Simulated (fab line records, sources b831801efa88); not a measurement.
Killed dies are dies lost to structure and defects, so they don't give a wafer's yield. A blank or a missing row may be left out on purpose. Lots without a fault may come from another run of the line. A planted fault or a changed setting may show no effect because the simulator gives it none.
One fault seen from 2 desks | flow sfq_line | each desk has only its own numbers; what lay behind them comes last

THE METROLOGY DESK
What the gauges read, lot by lot, whatever tool the lot ran on: means of the sampled wafers that have a number. A lot is out of limits, marked OUT, if its mean lies more than 4 standard deviations from the usual mean; the brackets give that distance.
Columns: A = I4_BOW at SFQ_I4_BOW_MEAS_927, usual 6 um; B = I4_OVL at SFQ_I4_OVL_MEAS_928, usual 5 nm
lot  | first seen here | A  | B
L542 | day 52 08:22    | -9 | 8
L544 | day 53 00:26    | 1  | -5
L549 | day 54 17:01    | 11 | 7
L553 | day 57 19:26    | 8  | -0
L558 | day 59 11:13    | 7  | 8
This desk's finding: nothing out of limits on any of the 5 lots.

THE TOOL OWNER'S DESK: rie_diel-03
The tool's own readings at SFQ_TRILAYER_I4_VIA_BARC_OPEN_VIA_ETCH_146 (etches BARC in O2, target depth 125 nm, time 41.7 s): means of the sampled wafers that have a number, for each lot that ran on this tool. A lot is out of limits, marked OUT, if its mean lies more than 4 standard deviations from the usual mean; the brackets give that distance.
Columns: A = drypump_motor_current_A at SFQ_TRILAYER_I4_VIA_BARC_OPEN_VIA_ETCH_146, usual 5.7 A; B = oes_product_au at SFQ_TRILAYER_I4_VIA_BARC_OPEN_VIA_ETCH_146, usual 0.685 a.u.; C = rf_fwd_power_W at SFQ_TRILAYER_I4_VIA_BARC_OPEN_VIA_ETCH_146, usual 495.5 W
lot  | first seen here | A   | B     | C
L544 | day 57 08:56    | 5.9 | 0.684 | 522.1 (+11) OUT
L553 | day 61 01:07    | 5.8 | 0.681 | 498.2
L558 | day 63 14:17    | 5.4 | 0.682 | 495.2
This desk's finding: out of limits on L544; first on L544, day 57 08:56 (rf_fwd_power_W at SFQ_TRILAYER_I4_VIA_BARC_OPEN_VIA_ETCH_146). In limits: L553, L558.

PUT TOGETHER
The tool owner's desk could have raised an alarm at day 57 08:56, on L544.
The metrology desk saw nothing out of limits.
The metrology desk has L544 on record, within its limits.
Of the lots named, all ran SFQ_TRILAYER_I4_VIA_BARC_OPEN_VIA_ETCH_146 on rie_diel-03.

WHAT THE SIMULATOR HAD PUT IN
Process parameter drift: rie_diel-03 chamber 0, from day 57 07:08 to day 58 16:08, at SFQ_TRILAYER_I4_VIA_BARC_OPEN_VIA_ETCH_146. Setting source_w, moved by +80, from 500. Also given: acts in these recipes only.
Lots struck among those shown: L544.
Hours from the fault's start to each desk's first reading out of limits: the tool owner's desk, 2.
